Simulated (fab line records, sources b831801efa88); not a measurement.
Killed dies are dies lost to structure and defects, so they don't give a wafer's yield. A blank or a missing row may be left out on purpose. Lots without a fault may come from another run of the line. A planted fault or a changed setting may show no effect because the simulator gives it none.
Which tool did it? | flow sfq_line | 15 lots, 45 wafers sampled, at 7 steps of a route of 325

WHAT THE GAUGES READ, wafer by wafer
SFQ_L0_RS_MEAS_901: measures by four-point-probe.
lot  | measured    | on            | L0_MONX_KI_RS (ohm/sq)
L363 | day 1 12:34 | film_metro-02 | 44.0 43.3 43.9
L364 | day 1 17:34 | film_metro-02 | 43.5 43.5 43.5
L365 | day 1 22:36 | film_metro-03 | 43.1 43.3 43.8
L367 | day 2 08:34 | film_metro-02 | 44.1 43.5 43.7
L368 | day 2 13:35 | film_metro-03 | 37.4 37.9 37.5
L369 | day 2 18:34 | film_metro-04 | 43.0 43.4 43.0
L370 | day 2 23:34 | film_metro-04 | 43.0 43.5 42.9
L371 | day 3 04:34 | film_metro-02 | 37.8 38.0 38.0
L372 | day 3 09:36 | film_metro-02 | 42.9 42.9 43.1
L373 | day 3 14:34 | film_metro-04 | 38.0 38.3 38.2
L378 | day 4 15:34 | film_metro-03 | 43.7 43.6 44.3
L379 | day 4 20:35 | film_metro-03 | 43.6 44.0 43.7
L383 | day 5 16:34 | film_metro-03 | 41.9 42.4 42.2
L385 | day 6 02:34 | film_metro-03 | 43.4 43.2 43.7
L386 | day 6 07:34 | film_metro-04 | 44.0 43.6 43.9

SFQ_L0_THK_MEAS_902: measures by xrf.
lot  | measured    | on            | L0_MONX_KI_THK (nm)
L363 | day 1 12:41 | film_metro-02 | 39.8 40.4 39.8
L364 | day 1 17:41 | film_metro-02 | 40.1 40.0 40.2
L365 | day 1 22:42 | film_metro-03 | 40.4 40.3 39.8
L367 | day 2 08:41 | film_metro-02 | 39.2 40.0 39.8
L368 | day 2 13:41 | film_metro-03 | 46.9 46.1 46.5
L369 | day 2 18:41 | film_metro-04 | 40.8 40.7 40.8
L370 | day 2 23:41 | film_metro-04 | 40.9 40.3 40.8
L371 | day 3 04:41 | film_metro-02 | 46.2 45.8 46.1
L372 | day 3 09:42 | film_metro-02 | 41.1 40.7 40.4
L373 | day 3 14:41 | film_metro-04 | 45.9 45.6 45.9
L378 | day 4 15:41 | film_metro-03 | 39.7 40.1 39.3
L379 | day 4 20:41 | film_metro-03 | 40.4 39.5 39.9
L383 | day 5 16:41 | film_metro-03 | 41.8 41.2 41.1
L385 | day 6 02:41 | film_metro-03 | 40.3 40.5 39.8
L386 | day 6 07:41 | film_metro-04 | 40.0 40.4 40.1

SFQ_M3_OVL_MEAS_921.
lot  | measured     | on         | M3_OVL (nm)
L363 | day 36 13:59 | overlay-01 | -1 4 5
L364 | day 39 04:36 | overlay-02 | 2 4 4
L365 | day 39 07:01 | overlay-01 | -2 0 -4
L367 | day 39 19:31 | overlay-02 | -11 -17 -15
L368 | day 46 00:32 | overlay-02 | 11 12 10
L369 | day 46 05:20 | overlay-02 | 4 3 -4
L370 | day 46 17:20 | overlay-02 | 2 -1 3
L371 | day 47 05:20 | overlay-02 | 7 6 10
L372 | day 47 06:32 | overlay-01 | 9 7 7
L373 | day 47 10:08 | overlay-01 | 3 3 2
L378 | day 48 09:31 | overlay-02 | -6 7 9
L379 | day 48 14:19 | overlay-02 | -9 -2 -7
L383 | day 53 03:02 | overlay-02 | 3 4 3
L385 | day 53 10:14 | overlay-02 | -5 -3 -5
L386 | day 53 15:02 | overlay-02 | 5 4 8

WHICH TOOL RAN EACH LOT (tool, then ch and the chambers of the sampled wafers, then the start)
lot  | SFQ_TRILAYER_L0_DEP_SPUTTER_003 | SFQ_TRILAYER_L0_ETCH_METAL_ETCH_008 | SFQ_TRILAYER_M0_BARC_OPEN_METAL_ETCH_031 | SFQ_TRILAYER_I2_VIA_STRIP_STRIP_071
L363 | pvd_sputter-05, day 1 12:29     | rie_metal-01 ch 0,1, day 4 09:34    | rie_metal-01 ch 0,1, day 12 00:07        | rie_metal-03 ch 0,1, day 36 10:38
L364 | pvd_sputter-03, day 1 17:29     | rie_metal-01 ch 0,1, day 4 17:58    | rie_metal-04 ch 0,1, day 12 09:50        | rie_metal-02 ch 0,1, day 39 01:16
L365 | pvd_sputter-03, day 1 22:29     | rie_metal-01 ch 0,1, day 4 23:59    | rie_metal-02 ch 0,1, day 12 20:28        | rie_metal-01 ch 0,1, day 39 03:52
L367 | pvd_sputter-03, day 2 08:29     | rie_metal-01 ch 0,1, day 5 11:28    | rie_metal-04 ch 0,1, day 13 20:13        | rie_metal-03 ch 0,1, day 39 10:52
L368 | pvd_sputter-03, day 2 13:29     | rie_metal-04 ch 1, day 5 16:16      | rie_metal-04 ch 0,1, day 14 02:13        | rie_metal-03 ch 0,1, day 39 20:28
L369 | pvd_sputter-04, day 2 18:29     | rie_metal-04 ch 1, day 5 22:16      | rie_metal-01 ch 0,1, day 14 10:37        | rie_metal-01 ch 0,1, day 40 00:04
L370 | pvd_sputter-05, day 2 23:29     | rie_metal-03 ch 0,1, day 6 01:52    | rie_metal-04 ch 0,1, day 14 20:08        | rie_metal-02 ch 0,1, day 40 12:30
L371 | pvd_sputter-03, day 3 04:29     | rie_metal-01 ch 0,1, day 6 08:55    | rie_metal-02 ch 0, day 15 04:32          | rie_metal-03 ch 0, day 40 23:31
L372 | pvd_sputter-04, day 3 09:29     | rie_metal-03 ch 0,1, day 6 13:44    | rie_metal-04 ch 0,1, day 15 14:09        | rie_metal-02 ch 0,1, day 41 00:42
L373 | pvd_sputter-03, day 3 14:29     | rie_metal-04 ch 0,1, day 6 19:43    | rie_metal-02 ch 0,1, day 15 19:38        | rie_metal-01 ch 0,1, day 41 05:18
L378 | pvd_sputter-05, day 4 15:29     | rie_metal-01 ch 0,1, day 7 20:43    | rie_metal-02 ch 0, day 17 11:23          | rie_metal-02 ch 0,1, day 43 00:37
L379 | pvd_sputter-04, day 4 20:29     | rie_metal-04 ch 0,1, day 8 01:31    | rie_metal-01 ch 0,1, day 17 17:32        | rie_metal-02 ch 1, day 43 06:49
L383 | pvd_sputter-04, day 5 16:29     | rie_metal-03 ch 0,1, day 9 09:50    | rie_metal-02 ch 0,1, day 19 07:33        | rie_metal-03 ch 0,1, day 49 22:30
L385 | pvd_sputter-03, day 6 02:29     | rie_metal-01 ch 0,1, day 10 03:44   | rie_metal-01 ch 0,1, day 20 14:44        | rie_metal-01 ch 0,1, day 50 08:06
L386 | pvd_sputter-05, day 6 07:29     | rie_metal-04 ch 0,1, day 10 10:56   | rie_metal-02 ch 0,1, day 20 21:56        | rie_metal-03 ch 0,1, day 50 12:54
- SFQ_TRILAYER_L0_DEP_SPUTTER_003: material MoNx KI, target thk 40 nm, time 100 s.
- SFQ_TRILAYER_L0_ETCH_METAL_ETCH_008: etches MoNx KI in SF6/O2, stops on SiO2, target depth 50 nm, time 25 s.
- SFQ_TRILAYER_M0_BARC_OPEN_METAL_ETCH_031: etches BARC in O2, target depth 125 nm, time 41.7 s.
- SFQ_TRILAYER_I2_VIA_STRIP_STRIP_071: strips in O2.

WHAT THE TOOLS THEMSELVES READ (means of the sampled wafers that have a number; where no wafer has one, the mark that the record gives instead)
SFQ_TRILAYER_L0_DEP_SPUTTER_003.
lot  | tool           | cathode_dc_power_W (W) | throttle_valve_pct (%)
L363 | pvd_sputter-05 | 799.94                 | 29.7
L364 | pvd_sputter-03 | 800.06                 | 29.7
L365 | pvd_sputter-03 | 799.93                 | 29.7
L367 | pvd_sputter-03 | 799.87                 | 29.4
L368 | pvd_sputter-03 | 906.63                 | 29.6
L369 | pvd_sputter-04 | 799.88                 | 29.4
L370 | pvd_sputter-05 | 800.03                 | 29.8
L371 | pvd_sputter-03 | 906.79                 | 29.2
L372 | pvd_sputter-04 | 800.09                 | 28.9
L373 | pvd_sputter-03 | 906.70                 | 29.6
L378 | pvd_sputter-05 | 799.93                 | 29.7
L379 | pvd_sputter-04 | 799.89                 | 28.2
L383 | pvd_sputter-04 | 799.96                 | 30.3
L385 | pvd_sputter-03 | 799.97                 | 30.0
L386 | pvd_sputter-05 | 799.88                 | 30.1

SFQ_TRILAYER_L0_ETCH_METAL_ETCH_008.
lot  | tool         | drypump_motor_current_A (A) | oes_product_au (a.u.)
L363 | rie_metal-01 | 5.59                        | 0.870
L364 | rie_metal-01 | 5.60                        | 0.875
L365 | rie_metal-01 | 5.60                        | 0.874
L367 | rie_metal-01 | 5.59                        | 0.871
L368 | rie_metal-04 | 5.93                        | 0.952
L369 | rie_metal-04 | 5.94                        | 0.879
L370 | rie_metal-03 | 6.17                        | 0.876
L371 | rie_metal-01 | 5.60                        | 0.945
L372 | rie_metal-03 | 6.33                        | 0.879
L373 | rie_metal-04 | 5.81                        | 0.942
L378 | rie_metal-01 | 5.60                        | 0.873
L379 | rie_metal-04 | 5.84                        | 0.866
L383 | rie_metal-03 | 6.18                        | 0.885
L385 | rie_metal-01 | 5.60                        | 0.872
L386 | rie_metal-04 | 5.85                        | 0.867

SFQ_TRILAYER_M0_BARC_OPEN_METAL_ETCH_031.
lot  | tool         | drypump_motor_current_A (A) | oes_product_au (a.u.)
L363 | rie_metal-01 | 5.59                        | 0.687
L364 | rie_metal-04 | 5.83                        | 0.683
L365 | rie_metal-02 | 5.52                        | 0.686
L367 | rie_metal-04 | 5.84                        | 0.690
L368 | rie_metal-04 | 5.83                        | 0.681
L369 | rie_metal-01 | 5.59                        | 0.684
L370 | rie_metal-04 | 5.84                        | 0.690
L371 | rie_metal-02 | 5.74                        | 0.685
L372 | rie_metal-04 | 5.82                        | 0.680
L373 | rie_metal-02 | 5.50                        | 0.680
L378 | rie_metal-02 | 5.71                        | 0.681
L379 | rie_metal-01 | 5.60                        | 0.684
L383 | rie_metal-02 | 5.60                        | 0.684
L385 | rie_metal-01 | 5.59                        | 0.683
L386 | rie_metal-02 | 5.50                        | 0.688

SFQ_TRILAYER_I2_VIA_STRIP_STRIP_071.
lot  | tool         | drypump_motor_current_A (A) | oes_product_au (a.u.) | platen_temp_c (C)
L363 | rie_metal-03 | 6.3                         | 0.981                 | 39.99
L364 | rie_metal-02 | 5.5                         | 0.998                 | 39.99
L365 | rie_metal-01 | 5.6                         | 0.997                 | 40.01
L367 | rie_metal-03 | 6.3                         | 0.984                 | 40.05
L368 | rie_metal-03 | 6.1                         | 0.989                 | 40.03
L369 | rie_metal-01 | 5.6                         | 0.993                 | 40.18
L370 | rie_metal-02 | 5.5                         | 0.994                 | 39.99
L371 | rie_metal-03 | 6.4                         | 0.993                 | 39.89
L372 | rie_metal-02 | 5.6                         | 0.996                 | 40.00
L373 | rie_metal-01 | 5.6                         | 1.005                 | 39.95
L378 | rie_metal-02 | 5.5                         | 1.004                 | 40.04
L379 | rie_metal-02 | 5.4                         | 1.000                 | 40.03
L383 | rie_metal-03 | 6.3                         | 0.998                 | 40.08
L385 | rie_metal-01 | 5.6                         | 0.998                 | 40.02
L386 | rie_metal-03 | 6.3                         | 0.994                 | 40.01

THE ANSWER, worked out from the rows above alone
Rule: what is usual is taken from the lots themselves. Put in order of their means at a reading, lots are off if they are a third of the lots or fewer, leave a main group of 4 or more, and stand apart from it by a gap of 3 or more times the standard deviation of the main group's means; of several such gaps the widest counts. A main group whose means are all the same, to the digits that the tables above print for the reading, isn't used. A lot without any number at a reading at which 4 lots or more have one is off too. The other lots that the step has rows for count as sound. The gauges are gone through in route order, then the tools' own readings, and for those a lot's mean is taken as printed above. The first step at which some lot is off is used, and at that step the reading that is off furthest; a lot without a number counts as furthest.
Off: L368, L371, L373, at SFQ_L0_RS_MEAS_901 (L0_MONX_KI_RS). The main group: mean 43.4 ohm/sq, standard deviation 0.47.
A tool fits if, at a process step before that reading, it ran every lot that is off, and no sound lot after the first of them. The gauges at SFQ_L0_RS_MEAS_901 aren't tried: what is off there is off at SFQ_TRILAYER_L0_DEP_SPUTTER_003 too, on other tools, and a gauge's error can't cause that. None of those tried fits.

WHAT THE SIMULATOR HAD PUT IN
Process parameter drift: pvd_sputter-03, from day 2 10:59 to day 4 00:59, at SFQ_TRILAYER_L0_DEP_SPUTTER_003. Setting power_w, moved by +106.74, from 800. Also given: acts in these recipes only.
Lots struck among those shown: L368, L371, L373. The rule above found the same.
